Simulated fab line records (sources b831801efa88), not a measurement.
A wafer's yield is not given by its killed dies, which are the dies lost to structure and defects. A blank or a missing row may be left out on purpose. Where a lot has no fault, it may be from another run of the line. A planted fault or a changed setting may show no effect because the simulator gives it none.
Which of the tools did it? / flow gf180mcu / 39 wafers from 13 lots sampled at 4 of the route's 602 steps

## WHAT THE GAUGES SHOWED, per wafer
The record holds no reading of a measuring or inspecting step that can be judged against a usual standard deviation.

## EACH LOT AND THE TOOL THAT RAN IT (in order: tool; ch and the chambers of the sampled wafers; start)
lot=L846; GF_MVPSD_IMPLANT_09=implanter-03 ch 0, day 5 09:52; GF_HV_LDD_STRIP_49=plasma-asher-03 ch 0,1, day 12 18:51; GF_SAB_ETCH_11=rie-diel-02 ch 1,2, day 15 12:01; GF_SALICIDE_SPUTTER_02=pvd-sputter-03, day 15 12:22
lot=L848; GF_MVPSD_IMPLANT_09=implanter-03 ch 0, day 5 18:19; GF_HV_LDD_STRIP_49=plasma-asher-03 ch 0,1, day 13 03:10; GF_SAB_ETCH_11=rie-diel-01 ch 0,1,2, day 15 21:31; GF_SALICIDE_SPUTTER_02=pvd-sputter-02, day 15 21:52
lot=L847; GF_MVPSD_IMPLANT_09=implanter-02 ch 0, day 5 19:25; GF_HV_LDD_STRIP_49=plasma-asher-03 ch 0,1, day 13 09:07; GF_SAB_ETCH_11=rie-diel-02 ch 2,3, day 16 03:16; GF_SALICIDE_SPUTTER_02=pvd-sputter-01, day 16 03:37
lot=L850; GF_MVPSD_IMPLANT_09=implanter-02 ch 0, day 6 09:21; GF_HV_LDD_STRIP_49=plasma-asher-03 ch 0,1, day 13 23:11; GF_SAB_ETCH_11=rie-diel-02 ch 0,1,3, day 16 19:37; GF_SALICIDE_SPUTTER_02=pvd-sputter-03, day 16 19:58
lot=L854; GF_MVPSD_IMPLANT_09=implanter-02 ch 0, day 6 21:37; GF_HV_LDD_STRIP_49=plasma-asher-01 ch 0,1, day 14 14:55; GF_SAB_ETCH_11=rie-diel-01 ch 1,2,3, day 17 13:28; GF_SALICIDE_SPUTTER_02=pvd-sputter-01, day 17 13:49
lot=L855; GF_MVPSD_IMPLANT_09=implanter-02 ch 0, day 7 05:19; GF_HV_LDD_STRIP_49=plasma-asher-04 ch 0,1, day 15 08:13; GF_SAB_ETCH_11=rie-diel-04 ch 2,3, day 18 08:31; GF_SALICIDE_SPUTTER_02=pvd-sputter-02, day 18 08:52
lot=L856; GF_MVPSD_IMPLANT_09=implanter-02 ch 0, day 7 12:02; GF_HV_LDD_STRIP_49=plasma-asher-03 ch 0,1, day 15 20:46; GF_SAB_ETCH_11=rie-diel-04 ch 1,2,3, day 18 22:35; GF_SALICIDE_SPUTTER_02=pvd-sputter-03, day 18 22:55
lot=L861; GF_MVPSD_IMPLANT_09=implanter-03 ch 0, day 8 18:31; GF_HV_LDD_STRIP_49=plasma-asher-01 ch 1, day 17 09:53; GF_SAB_ETCH_11=rie-diel-04 ch 0,1,3, day 20 15:28; GF_SALICIDE_SPUTTER_02=pvd-sputter-02, day 20 15:49
lot=L863; GF_MVPSD_IMPLANT_09=implanter-02 ch 0, day 9 08:22; GF_HV_LDD_STRIP_49=plasma-asher-01 ch 0,1, day 18 06:09; GF_SAB_ETCH_11=rie-diel-02 ch 0,3, day 21 10:28; GF_SALICIDE_SPUTTER_02=pvd-sputter-02, day 21 10:49
lot=L864; GF_MVPSD_IMPLANT_09=implanter-02 ch 0, day 9 12:05; GF_HV_LDD_STRIP_49=plasma-asher-04 ch 0,1, day 18 07:17; GF_SAB_ETCH_11=rie-diel-04 ch 0,2,3, day 21 14:14; GF_SALICIDE_SPUTTER_02=pvd-sputter-02, day 21 14:36
lot=L865; GF_MVPSD_IMPLANT_09=implanter-02 ch 0, day 9 19:28; GF_HV_LDD_STRIP_49=plasma-asher-04 ch 0, day 18 19:56; GF_SAB_ETCH_11=rie-diel-04 ch 0,2,3, day 22 01:10; GF_SALICIDE_SPUTTER_02=pvd-sputter-01, day 22 01:31
lot=L868; GF_MVPSD_IMPLANT_09=implanter-04 ch 0, day 10 11:57; GF_HV_LDD_STRIP_49=plasma-asher-03 ch 0,1, day 19 16:50; GF_SAB_ETCH_11=rie-diel-02 ch 1,2,3, day 22 20:26; GF_SALICIDE_SPUTTER_02=pvd-sputter-01, day 22 21:10
lot=L869; GF_MVPSD_IMPLANT_09=implanter-04 ch 0, day 10 16:43; GF_HV_LDD_STRIP_49=plasma-asher-04 ch 0,1, day 19 23:55; GF_SAB_ETCH_11=rie-diel-02 ch 0,2,3, day 23 02:52; GF_SALICIDE_SPUTTER_02=pvd-sputter-03, day 23 03:20
- GF_MVPSD_IMPLANT_09
- GF_HV_LDD_STRIP_49: strips in O2/N2.
- GF_SAB_ETCH_11: etches SiO2 in C4F8/O2/Ar, target depth 55 nm, time 8.5 s.
- GF_SALICIDE_SPUTTER_02: material Co, target thk 10 nm, time 20 s.

## AS READ BY THE TOOLS THEMSELVES (means over the sampled wafers that have a number; for cases with no such wafer, the mark the record gives instead)
GF_MVPSD_IMPLANT_09. Usual: dose-ions-cm2 5e+12, standard deviation 5.5e+09; tilt-deg -0.006 degrees, standard deviation 0.021.
lot=L846; tool=implanter-03; dose-ions-cm2=5e+12; tilt-deg (degrees)=-0.002; flag=
lot=L848; tool=implanter-03; dose-ions-cm2=5e+12; tilt-deg (degrees)=0.027; flag=
lot=L847; tool=implanter-02; dose-ions-cm2=5e+12; tilt-deg (degrees)=-0.037; flag=
lot=L850; tool=implanter-02; dose-ions-cm2=5e+12; tilt-deg (degrees)=0.012; flag=
lot=L854; tool=implanter-02; dose-ions-cm2=5e+12; tilt-deg (degrees)=0.018; flag=
lot=L855; tool=implanter-02; dose-ions-cm2=5e+12; tilt-deg (degrees)=-0.002; flag=
lot=L856; tool=implanter-02; dose-ions-cm2=5e+12; tilt-deg (degrees)=-0.016; flag=
lot=L861; tool=implanter-03; dose-ions-cm2=5e+12; tilt-deg (degrees)=-0.005; flag=
lot=L863; tool=implanter-02; dose-ions-cm2=5e+12; tilt-deg (degrees)=-0.010; flag=
lot=L864; tool=implanter-02; dose-ions-cm2=5e+12; tilt-deg (degrees)=-0.018; flag=
lot=L865; tool=implanter-02; dose-ions-cm2=5e+12; tilt-deg (degrees)=-0.016; flag=
lot=L868; tool=implanter-04; dose-ions-cm2=5e+12; tilt-deg (degrees)=0.005; flag=
lot=L869; tool=implanter-04; dose-ions-cm2=5e+12; tilt-deg (degrees)=-0.015; flag=

GF_HV_LDD_STRIP_49. Usual: chamber-pressure-mTorr 1500.1 mTorr, standard deviation 1.4; drypump-motor-current-A 5.8 A, standard deviation 0.41; heater-power-w 335 W, standard deviation 36; oes-product-au 0.716 a.u., standard deviation 0.0045; strip-time-to-endpoint-s 12.63 s, standard deviation 0.037.
lot=L846; tool=plasma-asher-03; chamber-pressure-mTorr (mTorr)=1501.3; drypump-motor-current-A (A)=5.9; heater-power-w (W)=297; oes-product-au (a.u.)=0.720; strip-time-to-endpoint-s (s)=12.61; flag=
lot=L848; tool=plasma-asher-03; chamber-pressure-mTorr (mTorr)=1499.8; drypump-motor-current-A (A)=5.9; heater-power-w (W)=298; oes-product-au (a.u.)=0.715; strip-time-to-endpoint-s (s)=12.60; flag=
lot=L847; tool=plasma-asher-03; chamber-pressure-mTorr (mTorr)=1500.6; drypump-motor-current-A (A)=6.2; heater-power-w (W)=296; oes-product-au (a.u.)=0.720; strip-time-to-endpoint-s (s)=12.63; flag=
lot=L850; tool=plasma-asher-03; chamber-pressure-mTorr (mTorr)=1499.9; drypump-motor-current-A (A)=6.2; heater-power-w (W)=299; oes-product-au (a.u.)=0.717; strip-time-to-endpoint-s (s)=12.62; flag=
lot=L854; tool=plasma-asher-01; chamber-pressure-mTorr (mTorr)=1501.4; drypump-motor-current-A (A)=5.6; heater-power-w (W)=350; oes-product-au (a.u.)=0.713; strip-time-to-endpoint-s (s)=12.60; flag=
lot=L855; tool=plasma-asher-04; chamber-pressure-mTorr (mTorr)=1500.5; drypump-motor-current-A (A)=5.6; heater-power-w (W)=338; oes-product-au (a.u.)=0.716; strip-time-to-endpoint-s (s)=12.64; flag=
lot=L856; tool=plasma-asher-03; chamber-pressure-mTorr (mTorr)=1499.8; drypump-motor-current-A (A)=5.9; heater-power-w (W)=298; oes-product-au (a.u.)=0.715; strip-time-to-endpoint-s (s)=12.59; flag=
lot=L861; tool=plasma-asher-01; chamber-pressure-mTorr (mTorr)=1500.7; drypump-motor-current-A (A)=5.6; heater-power-w (W)=396; oes-product-au (a.u.)=0.718; strip-time-to-endpoint-s (s)=12.57; flag=
lot=L863; tool=plasma-asher-01; chamber-pressure-mTorr (mTorr)=1499.9; drypump-motor-current-A (A)=5.6; heater-power-w (W)=374; oes-product-au (a.u.)=0.713; strip-time-to-endpoint-s (s)=12.63; flag=
lot=L864; tool=plasma-asher-04; chamber-pressure-mTorr (mTorr)=1499.1; drypump-motor-current-A (A)=5.8; heater-power-w (W)=354; oes-product-au (a.u.)=0.716; strip-time-to-endpoint-s (s)=12.67; flag=
lot=L865; tool=plasma-asher-04; chamber-pressure-mTorr (mTorr)=1499.8; drypump-motor-current-A (A)=5.4; heater-power-w (W)=316; oes-product-au (a.u.)=0.716; strip-time-to-endpoint-s (s)=12.66; flag=
lot=L868; tool=plasma-asher-03; chamber-pressure-mTorr (mTorr)=1502.1; drypump-motor-current-A (A)=6.2; heater-power-w (W)=305; oes-product-au (a.u.)=0.717; strip-time-to-endpoint-s (s)=12.71; flag=
lot=L869; tool=plasma-asher-04; chamber-pressure-mTorr (mTorr)=1500.8; drypump-motor-current-A (A)=5.8; heater-power-w (W)=356; oes-product-au (a.u.)=0.715; strip-time-to-endpoint-s (s)=12.66; flag=

GF_SAB_ETCH_11. Usual: chamber-pressure-mTorr 40.00 mTorr, standard deviation 0.038; oes-product-au 0.998 a.u., standard deviation 0.015.
lot=L846; tool=rie-diel-02; chamber-pressure-mTorr (mTorr)=39.98; oes-product-au (a.u.)=1.013; flag=
lot=L848; tool=rie-diel-01; chamber-pressure-mTorr (mTorr)=40.00; oes-product-au (a.u.)=1.003; flag=
lot=L847; tool=rie-diel-02; chamber-pressure-mTorr (mTorr)=40.02; oes-product-au (a.u.)=1.003; flag=
lot=L850; tool=rie-diel-02; chamber-pressure-mTorr (mTorr)=39.95; oes-product-au (a.u.)=0.989; flag=
lot=L854; tool=rie-diel-01; chamber-pressure-mTorr (mTorr)=40.02; oes-product-au (a.u.)=1.002; flag=
lot=L855; tool=rie-diel-04; chamber-pressure-mTorr (mTorr)=40.00; oes-product-au (a.u.)=0.973; flag=
lot=L856; tool=rie-diel-04; chamber-pressure-mTorr (mTorr)=39.97; oes-product-au (a.u.)=0.973; flag=
lot=L861; tool=rie-diel-04; chamber-pressure-mTorr (mTorr)=39.95; oes-product-au (a.u.)=0.997; flag=
lot=L863; tool=rie-diel-02; chamber-pressure-mTorr (mTorr)=40.01; oes-product-au (a.u.)=0.989; flag=
lot=L864; tool=rie-diel-04; chamber-pressure-mTorr (mTorr)=40.00; oes-product-au (a.u.)=0.993; flag=
lot=L865; tool=rie-diel-04; chamber-pressure-mTorr (mTorr)=39.99; oes-product-au (a.u.)=0.991; flag=
lot=L868; tool=rie-diel-02; chamber-pressure-mTorr (mTorr)=40.02; oes-product-au (a.u.)=1.010; flag=
lot=L869; tool=rie-diel-02; chamber-pressure-mTorr (mTorr)=39.98; oes-product-au (a.u.)=1.001; flag=

GF_SALICIDE_SPUTTER_02. Usual: throttle-valve-pct reads 30.4 % (standard deviation 0.96).
lot=L846; tool=pvd-sputter-03; throttle-valve-pct (%)=30.6; flag=
lot=L848; tool=pvd-sputter-02; throttle-valve-pct (%)=29.7; flag=
lot=L847; tool=pvd-sputter-01; throttle-valve-pct (%)=30.0; flag=
lot=L850; tool=pvd-sputter-03; throttle-valve-pct (%)=30.8; flag=
lot=L854; tool=pvd-sputter-01; throttle-valve-pct (%)=30.8; flag=
lot=L855; tool=pvd-sputter-02; throttle-valve-pct (%)=29.9; flag=
lot=L856; tool=pvd-sputter-03; throttle-valve-pct (%)=30.5; flag=
lot=L861; tool=pvd-sputter-02; throttle-valve-pct (%)=29.4; flag=
lot=L863; tool=pvd-sputter-02; throttle-valve-pct (%)=30.1; flag=
lot=L864; tool=pvd-sputter-02; throttle-valve-pct (%)=31.3; flag=
lot=L865; tool=pvd-sputter-01; throttle-valve-pct (%)=30.0; flag=
lot=L868; tool=pvd-sputter-01; throttle-valve-pct (%)=30.2; flag=
lot=L869; tool=pvd-sputter-03; throttle-valve-pct (%)=31.1; flag=

## THE ANSWER, worked out from the rows above alone
Rule: lot off if the mean of its wafers having a number is beyond 3 standard deviations from the usual mean. Also off: a lot with no number at a reading for which 4 or more lots have one. Where the step has rows for the other lots, those lots are counted as sound. The gauges are gone through in route order, then the tools' own readings, and for those a lot's mean is taken as printed above. The first step at which some lot is off is used, and at that step the reading that is off furthest; a lot without a number counts as furthest.
None of the lots is off at any reading shown; this tells nothing.

## WHAT WAS PUT IN BY THE SIMULATOR
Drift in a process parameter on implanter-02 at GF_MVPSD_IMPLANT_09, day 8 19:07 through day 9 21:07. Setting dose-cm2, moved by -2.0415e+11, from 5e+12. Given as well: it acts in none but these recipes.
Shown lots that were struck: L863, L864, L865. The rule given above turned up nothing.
